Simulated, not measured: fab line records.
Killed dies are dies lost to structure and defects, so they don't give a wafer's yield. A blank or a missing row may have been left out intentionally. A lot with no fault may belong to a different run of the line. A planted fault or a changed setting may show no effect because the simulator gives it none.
fab line records ; flow sky130
[record] lots = 7; wafers = 21; lastDay = 50
route steps=708 shown METAL2@489
lots that met no fault: from a run of the same line without faults
startH: the number of hours between the record's first day and the start of the first shown wafer of the lot ; waitH: hours since the lot's step before ; " as in the row above ; L1.1+2: a single row standing in for several wafers ; - no value, or no start given ; * or withheld: withheld ; < > ~ a bound
route shown NAME@n: names a module that has steps shown in the file, with the first one's number in the route ; usual: mean/standard deviation of fault-free wafers ; same: alike in all rows ; chamber/n: place in a boat ; sites: readings site by site ; _std_site: their standard deviation ; _edge_site: the outer-site mean with the inner-site mean subtracted ; radiusMm: how far each site lies from the wafer's centre ; mask NAME#n: copy n ; behind: the last tool/chamber to shape the wafer ; hold: why the lot was held/for how many hours/how that ended ; device: which transistor (n, p or np) failed to switch ; end of line: the route-end tests of the same wafers ; for a step that has no rows: nothing shown but its recipe ; killed: count of dies lost to structure and defects at first sort (not the wafer's yield) ; map: dies across one wafer; x = killed, . = not, _ = none there
set.NAME: the setting the step ran with; set.NAME@STEP: the setting that earlier step ran with ; model.NAME: the simulator's own value behind a step, which no gauge read
lots at some steps of the route; a table a step, a row a wafer
services: the hour from which a tool's chamber was out of use, counted from the record's first day as startH (under 0 if before that day), plus the number of hours and why
[[steps]]
[step SKY_METAL2_THK_MEAS_06]
[recipe] thkMeasGauge = xrf; reads = AlCu_of_METAL2_SPUTTER_02
[usual] METAL2_ALCU_THK = 250.0/2.4
lot.wafer;tool;chamber;startH;waitH;METAL2_ALCU_THK[nm]
L658.1;filmMetro-04;-;874.13;0.1;255.9
L658.2;filmMetro-04;-;874.13;0.1;255.5
L658.3;filmMetro-04;-;874.13;0.1;253.9
L664.1;filmMetro-04;-;918.66;0.1;250.1
L664.5;filmMetro-04;-;918.66;0.1;250.2
L664.6;filmMetro-04;-;918.66;0.1;245.5
L666.2;filmMetro-01;-;927.47;0.1;247.9
L666.4;filmMetro-01;-;927.47;0.1;249.4
L666.5;filmMetro-01;-;927.47;0.1;246.6
L665.2;filmMetro-04;-;928.29;0.1;245.9
L665.3;filmMetro-04;-;928.29;0.1;249.4
L665.5;filmMetro-04;-;928.29;0.1;248.3
L667.4;filmMetro-02;-;931.61;0.1;254.4
L667.5;filmMetro-02;-;931.61;0.1;254.6
L667.6;filmMetro-02;-;931.61;0.1;252.9
L669.1;filmMetro-04;-;945.26;0.1;250.8
L669.2;filmMetro-04;-;945.26;0.1;250.5
L669.4;filmMetro-04;-;945.26;0.1;249.2
L670.1;filmMetro-04;-;962.26;0.1;249.8
L670.3;filmMetro-04;-;962.26;0.1;249.8
L670.6;filmMetro-04;-;962.26;0.1;248.8
[step SKY_METAL2_DEHYDRATE_07]
[recipe] tempC = 200; timeS = 60
[step SKY_METAL2_HMDS_08]
[recipe] primeTimeS = 60; primeTempC = 120
[step SKY_METAL2_COAT_09]
[recipe] resist = BARC; tempC = withheld; timeS = withheld; spinRpm = 3000; resistThkNm = 60
[step SKY_METAL2_COAT_10]
[recipe] resist = KrF-thick; spinRpm = 3000; resistThkNm = 450
[step SKY_METAL2_SOFTBAKE_11]
[recipe] tempC = 100; timeS = 90; resist = KrF-thick
[step SKY_METAL2_EXPOSE_12]
[recipe] maskId = MM2; na = 0.8; sourceShape = annular; sigmaInner = 0.55; sigmaOuter = 0.85; targetCdNm = 140; doseMj = 28
[step SKY_METAL2_PEB_13]
[recipe] pebTempC = withheld; pebTimeS = withheld; resist = KrF-thick
[step SKY_METAL2_DEVELOP_14]
[recipe] developTimeS = 60; resist = KrF-thick; devTempC = 21
[step SKY_METAL2_CD_MEAS_15]
[recipe] targetCdNm = 140
[usual] cdNm = 139.9/1.7
lot.wafer;tool;chamber;startH;waitH;cdNm
L658.1;cdSem-02;-;899.33;-;139.8
L658.2;cdSem-02;-;899.33;-;139.0
L658.3;cdSem-02;-;899.33;-;138.7
L664.1;cdSem-02;-;943.44;-;143.8
L664.5;cdSem-02;-;943.44;-;142.4
L664.6;cdSem-02;-;943.44;-;142.6
L666.2;cdSem-01;-;950.67;-;142.3
L666.4;cdSem-01;-;950.67;-;141.5
L666.5;cdSem-01;-;950.67;-;141.8
L665.2;cdSem-01;-;953.18;-;137.7
L665.3;cdSem-01;-;953.18;-;139.6
L665.5;cdSem-01;-;953.18;-;139.5
L667.4;cdSem-01;-;956.07;-;140.1
L667.5;cdSem-01;-;956.07;-;139.7
L667.6;cdSem-01;-;956.07;-;140.8
L669.1;cdSem-01;-;969.96;-;141.2
L669.2;cdSem-01;-;969.96;-;140.5
L669.4;cdSem-01;-;969.96;-;139.9
L670.1;cdSem-02;-;985.66;-;140.5
L670.3;cdSem-02;-;985.66;-;139.6
L670.6;cdSem-02;-;985.66;-;140.7
[step SKY_METAL2_OVL_MEAS_16]
[usual] METAL2_OVL = 2/5.8
lot.wafer;tool;chamber;startH;waitH;METAL2_OVL[nm]
L658.1;overlay-02;-;899.45;0.1;-4
L658.2;overlay-02;-;899.45;0.1;-3
L658.3;overlay-02;-;899.45;0.1;-7
L664.1;overlay-01;-;943.56;0.1;11
L664.5;overlay-01;-;943.56;0.1;11
L664.6;overlay-01;-;943.56;0.1;11
L666.2;overlay-01;-;950.77;0.1;4
L666.4;overlay-01;-;950.77;0.1;8
L666.5;overlay-01;-;950.77;0.1;9
L665.2;overlay-02;-;953.29;0.1;11
L665.3;overlay-02;-;953.29;0.1;14
L665.5;overlay-02;-;953.29;0.1;12
L667.4;overlay-02;-;956.15;0.1;8
L667.5;overlay-02;-;956.15;0.1;8
L667.6;overlay-02;-;956.15;0.1;9
L669.1;overlay-01;-;970.08;0.1;-3
L669.2;overlay-01;-;970.08;0.1;-2
L669.4;overlay-01;-;970.08;0.1;-1
L670.1;overlay-02;-;985.78;0.1;10
L670.3;overlay-02;-;985.78;0.1;10
L670.6;overlay-02;-;985.78;0.1;2
[step SKY_METAL2_DESCUM_17]
[recipe] chemistry = O2; sourcePowerW = 150; biasPowerW = 0; pressureMtorr = 10; tempC = 40; timeS = 8
[usual] chamberPressureMTorr = 10.000/0.0085; drypumpMotorCurrentA = 5.8/0.48; heBacksideLeakSccm = 3.29/0.28; oesProductAu = 1.001/0.0069; tempC = 40.01/0.11
lot.wafer;tool;chamber;startH;waitH;chamberPressureMTorr;drypumpMotorCurrentA;heBacksideLeakSccm;oesProductAu;rfHoursCounterH;tempC
L658.1;rieMetal-02;0;899.49;0.0;9.996;6.3;3.18;0.992;6;39.91
L658.2;rieMetal-02;1;899.49;0.0;10.009;6.5;2.99;0.992;12;39.96
L658.3;rieMetal-02;0;899.49;0.0;9.998;6.3;3.32;1.001;-;40.02
L664.1;rieMetal-03;0;943.60;0.0;10.020;5.7;3.07;1.003;10;40.02
L664.5;rieMetal-03;0;943.60;0.0;9.995;5.7;3.19;1.008;-;40.00
L664.6;rieMetal-03;0;943.60;0.0;10.011;5.7;3.24;0.994;-;39.80
L666.2;rieMetal-02;0;950.80;0.0;10.004;6.2;3.18;0.997;8;40.09
L666.4;rieMetal-02;0;950.80;0.0;10.006;6.3;3.36;1.000;-;39.96
L666.5;rieMetal-02;0;950.80;0.0;9.997;6.2;3.28;0.995;-;40.05
L665.2;rieMetal-04;1;953.32;0.0;9.992;5.8;3.32;1.008;16;40.18
L665.3;rieMetal-04;1;953.32;0.0;10.003;5.8;3.26;1.003;-;39.98
L665.5;rieMetal-04;0;953.32;0.0;10.008;5.4;3.15;1.004;-;39.91
L667.4;rieMetal-02;1;956.18;0.0;10.000;6.5;3.01;1.008;-;40.06
L667.5;rieMetal-02;0;956.18;0.0;10.004;6.3;3.03;1.017;-;39.90
L667.6;rieMetal-02;1;956.18;0.0;9.998;6.4;3.67;1.006;-;40.04
L669.1;rieMetal-04;1;970.12;0.0;10.018;5.8;3.43;1.009;17;40.19
L669.2;rieMetal-04;0;970.12;0.0;9.991;5.3;3.40;0.994;10;40.08
L669.4;rieMetal-04;1;970.12;0.0;10.005;5.8;3.41;1.000;-;40.08
L670.1;rieMetal-04;1;985.82;0.0;10.000;5.8;3.36;1.004;18;40.16
L670.3;rieMetal-04;0;985.82;0.0;9.999;5.3;3.32;1.000;-;40.28
L670.6;rieMetal-04;0;985.82;0.0;10.003;5.4;3.24;1.003;-;40.08
[step SKY_METAL2_ETCH_18]
[recipe] chemistry = N2/H2; target = BARC; ionEnergyEv = 200; biasW = 100; pressureMtorr = 30; n2FlowSccm = 100; h2FlowSccm = 200; icpW = 500; stopOn = SiO2; timeS = 45.9; targetDepthA = 600
[usual] biasW = 100.03/0.29; chamberPressureMTorr = 29.998/0.027; drypumpMotorCurrentA = 5.8/0.48; heBacksideLeakSccm = 3.3/0.39; oesProductAu = 0.854/0.0045; throttleValvePct = 13.226/0.0083
lot.wafer;tool;chamber;startH;waitH;biasW;chamberPressureMTorr;drypumpMotorCurrentA;heBacksideLeakSccm;oesProductAu;rfHoursCounterH;throttleValvePct;model.KrF-thick_of_METAL2_COAT_10.thkNm
L658.1;rieMetal-02;0;899.52;0.0;100.12;29.924;6.3;3.2;0.855;6;13.215;391.9
L658.2;rieMetal-02;1;899.52;0.0;100.36;30.020;6.5;3.0;0.842;12;13.219;392.4
L658.3;rieMetal-02;0;899.52;0.0;100.09;29.997;6.3;3.1;0.855;-;13.247;392.5
L664.1;rieMetal-03;0;943.66;0.1;-;-;-;-;-;-;-;435.7
L664.5;rieMetal-03;0;943.66;0.1;-;-;-;-;-;-;-;436
L664.6;rieMetal-03;0;943.66;0.1;-;-;-;-;-;-;-;435.1
L666.2;rieMetal-02;0;950.83;0.0;-;-;-;-;-;-;-;434.2
L666.4;rieMetal-02;0;950.83;0.0;-;-;-;-;-;-;-;432.6
L666.5;rieMetal-02;0;950.83;0.0;-;-;-;-;-;-;-;434.1
L665.2;rieMetal-04;1;953.35;0.0;-;-;-;-;-;-;-;432.6
L665.3;rieMetal-04;1;953.35;0.0;-;-;-;-;-;-;-;435
L665.5;rieMetal-04;0;953.35;0.0;-;-;-;-;-;-;-;432.5
L667.4;rieMetal-02;1;956.22;0.0;100.01;30.012;6.5;3.2;0.853;-;13.221;393.3
L667.5;rieMetal-02;0;956.22;0.0;100.33;30.011;6.3;3.0;0.853;-;13.219;391.8
L667.6;rieMetal-02;1;956.22;0.0;100.04;29.998;6.5;3.1;0.853;-;13.241;393.1
L669.1;rieMetal-04;1;970.15;0.0;100.00;29.964;5.8;3.1;0.849;17;13.226;393.3
L669.2;rieMetal-04;0;970.15;0.0;100.26;29.953;5.4;3.0;0.858;10;13.226;392.3
L669.4;rieMetal-04;1;970.15;0.0;100.42;30.029;5.8;3.5;0.862;-;13.215;392.6
L670.1;rieMetal-04;1;985.85;0.0;99.92;29.986;5.8;3.5;0.853;18;13.226;394.4
L670.3;rieMetal-04;0;985.85;0.0;99.62;29.943;5.4;3.2;0.854;-;13.226;392.5
L670.6;rieMetal-04;0;985.85;0.0;100.24;30.003;5.3;6.3;0.848;-;13.226;392.8
[step SKY_METAL2_METAL_ETCH_19]
[recipe] targetDepthA = 3600; stopOn = SiO2; overEtchFrac = 0.3; timeS = 78; chemistry = Cl2/BCl3; resistSidewallDeg = 88; pressureMtorr = 10; icpW = 900; biasW = 48.5; Cl2_flow_sccm = 60; bcl3FlowSccm = 30
[usual] bcl3FlowSccm = 30.00/0.084; biasW = 48.46/0.16; chamberPressureMTorr = 9.999/0.0089; drypumpMotorCurrentA = 5.8/0.48; heBacksideLeakSccm = 3.3/0.33; oesProductAu = 0.854/0.0055; throttleValvePct = 22.263/0.0092
lot.wafer;tool;chamber;startH;waitH;bcl3FlowSccm;biasW;chamberPressureMTorr;drypumpMotorCurrentA;heBacksideLeakSccm;oesProductAu;rfHoursCounterH;throttleValvePct;model.KrF-thick_of_METAL2_COAT_10.thkNm
L658.1;rieMetal-02;0;899.58;0.0;30.01;48.45;10.000;6.3;2.9;0.863;6;22.262;156.1
L658.2;rieMetal-02;1;899.58;0.0;30.06;48.50;9.995;6.4;3.2;0.862;12;22.254;157.5
L658.3;rieMetal-02;0;899.58;0.0;29.90;48.42;9.990;6.3;2.9;0.855;-;22.269;157.8
L664.1;rieMetal-03;0;943.79;0.1;30.00;48.48;10.001;5.7;3.3;0.380;10;22.269;202
L664.5;rieMetal-03;0;943.79;0.1;30.13;48.50;9.999;5.7;3.3;0.373;-;22.273;202.8
L664.6;rieMetal-03;0;943.79;0.1;29.98;48.42;10.012;5.7;3.1;0.378;-;22.262;201.1
L666.2;rieMetal-02;0;950.90;0.0;30.15;48.52;10.017;6.3;3.0;0.375;8;22.266;198.6
L666.4;rieMetal-02;0;950.90;0.0;29.96;48.32;10.001;6.3;2.9;0.378;-;22.249;197.5
L666.5;rieMetal-02;0;950.90;0.0;30.01;48.42;9.983;6.3;2.9;0.374;-;22.264;199.9
L665.2;rieMetal-04;1;953.41;0.0;30.01;48.36;10.000;5.8;3.3;0.367;16;22.260;201.4
L665.3;rieMetal-04;1;953.41;0.0;29.97;48.61;9.996;5.8;3.5;0.376;-;22.262;205
L665.5;rieMetal-04;0;953.41;0.0;30.01;48.47;10.000;5.3;3.0;0.381;-;22.242;198.7
L667.4;rieMetal-02;1;956.29;0.1;29.87;48.06;10.025;6.5;3.0;0.861;-;22.259;160.7
L667.5;rieMetal-02;0;956.29;0.1;30.00;48.72;10.002;6.2;3.2;0.859;-;22.276;161.3
L667.6;rieMetal-02;1;956.29;0.1;29.93;48.19;9.988;6.4;3.2;0.848;-;22.260;161
L669.1;rieMetal-04;1;970.21;0.0;30.14;48.69;10.000;5.8;3.4;0.857;17;22.261;159
L669.2;rieMetal-04;0;970.21;0.0;29.93;48.63;10.008;5.3;3.3;0.851;10;22.270;155.4
L669.4;rieMetal-04;1;970.21;0.0;30.08;48.46;10.000;5.8;3.4;0.854;-;22.270;158.4
L670.1;rieMetal-04;1;985.91;0.0;29.93;48.42;10.012;5.8;3.3;0.851;18;22.243;159.6
L670.3;rieMetal-04;0;985.91;0.0;29.99;48.49;10.002;5.4;3.0;0.854;-;22.274;154.6
L670.6;rieMetal-04;0;985.91;0.0;30.01;48.36;9.998;5.3;3.2;0.856;-;22.265;155.8
[step SKY_METAL2_STRIP_20]
[recipe] chemistry = O2/N2; powerW = 1400; pressureMtorr = 1500; platenTempC = withheld; o2FlowSccm = 3000; n2FlowSccm = 300; overashFraction = 0.5
[usual] chamberPressureMTorr = 1499.9/1.4; drypumpMotorCurrentA = 5.6/0.36; oesProductAu = 0.342/0.0048; stripTimeToEndpointS = 2.675/0.027
lot.wafer;tool;chamber;startH;waitH;chamberPressureMTorr;drypumpMotorCurrentA;oesProductAu;rfHoursCounterH;stripTimeToEndpointS
L658.1;plasmaAsher-03;1;899.67;0.1;1499.6;5.3;0.338;16;2.661
L658.2;plasmaAsher-03;0;899.67;0.1;1500.3;5.7;0.344;16;2.687
L658.3;plasmaAsher-03;1;899.67;0.1;1500.7;5.3;0.346;-;2.686
L664.1;plasmaAsher-03;1;943.97;0.1;1500.8;5.3;0.364;20;3.147
L664.5;plasmaAsher-03;0;943.97;0.1;1502.6;5.7;0.371;-;3.178
L664.6;plasmaAsher-03;1;943.97;0.1;1498.6;5.3;0.358;-;3.171
L666.2;plasmaAsher-01;0;950.99;0.1;1500.6;5.4;0.356;51;3.132
L666.4;plasmaAsher-01;1;950.99;0.1;1502.0;5.5;0.359;-;3.123
L666.5;plasmaAsher-01;1;950.99;0.1;1499.4;5.5;0.361;-;3.144
L665.2;plasmaAsher-03;1;953.50;0.1;1499.1;5.3;0.365;21;3.165
L665.3;plasmaAsher-03;0;953.50;0.1;1498.2;5.8;0.368;-;3.201
L665.5;plasmaAsher-03;0;953.50;0.1;1499.4;5.7;0.362;-;3.141
L667.4;plasmaAsher-03;1;956.38;0.1;1499.8;5.2;0.351;-;2.728
L667.5;plasmaAsher-03;1;956.38;0.1;1499.7;5.2;0.347;-;2.739
L667.6;plasmaAsher-03;0;956.38;0.1;1501.1;5.7;0.347;-;2.732
L669.1;plasmaAsher-01;0;970.30;0.1;1501.4;5.4;0.350;52;2.724
L669.2;plasmaAsher-01;1;970.30;0.1;1499.4;5.5;0.339;52;2.647
L669.4;plasmaAsher-01;0;970.30;0.1;1500.6;5.4;0.343;-;2.687
L670.1;plasmaAsher-04;1;986.00;0.1;1499.7;6.3;0.340;116;2.703
L670.3;plasmaAsher-04;0;986.00;0.1;1498.1;5.6;0.338;-;2.644
L670.6;plasmaAsher-04;0;986.00;0.1;1500.8;5.6;0.344;-;2.660
[step SKY_METAL2_STRIP_21]
[recipe] chemistry = postEtchResidueRemover; timeS = 1200; tempC = 72.5
[[services]]
tool;chamber;startH;hours;kind
rieMetal-03;-;902.52;1.4;pm
plasmaAsher-03;-;904.30;2.8;pm
rieMetal-02;-;924.01;14.6;pm
rieMetal-03;1;937.47;22.0;repair
plasmaAsher-03;-;949.34;4.0;pm
rieMetal-03;1;959.50;-;clean
rieMetal-03;1;959.50;27.7;scheduledDown
rieMetal-03;1;959.50;27.7;ventCycle
[[key]]
[firstSign] step = SKY_METAL2_ETCH_18; reading = toolRecord; direction = missing
[effect] step = SKY_METAL2_METAL_ETCH_19; reading = oesProductAu; direction = down; sigmas = 87; usual = 0.854; struck = 0.376
[effect] step = SKY_METAL2_STRIP_20; reading = stripTimeToEndpointS; direction = up; sigmas = 18; usual = *; struck = *
[modelEffect] step = SKY_METAL2_ETCH_18; value = KrF-thick_of_METAL2_COAT_10.thkNm; without = 390.9; struck = 434.2
[modelEffect] step = SKY_METAL2_METAL_ETCH_19; value = KrF-thick_of_METAL2_COAT_10.thkNm; without = 157.4; struck = 200.8
metAt SKY_METAL2_ETCH_18
struckWafers L664.1,L664.5,L664.6,L665.2,L665.3,L665.5,L666.2,L666.4,L666.5
laterRowsLeftOut L664.1,L664.5,L664.6,L665.2,L665.3,L665.5,L666.2,L666.4,L666.5
sortLeftOut L664.1,L664.5,L664.6,L665.2,L665.3,L665.5,L666.2,L666.4,L666.5
onsetBetween 899.52 943.66
[fault] kind = skippedStepWhole; tool = rieMetal-02,rieMetal-03,rieMetal-04; chamber = -; onsetH = 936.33; steps = SKY_METAL2_ETCH_18; scope = struckLotsOnly
// sortLeftOut: the simulated sort isn't trusted on such a fault, so these wafers' sort isn't shown, and their yield isn't known
// laterRowsLeftOut: the simulator's readings of these wafers behind a module that went badly wrong aren't trusted and aren't shown, but for the sort
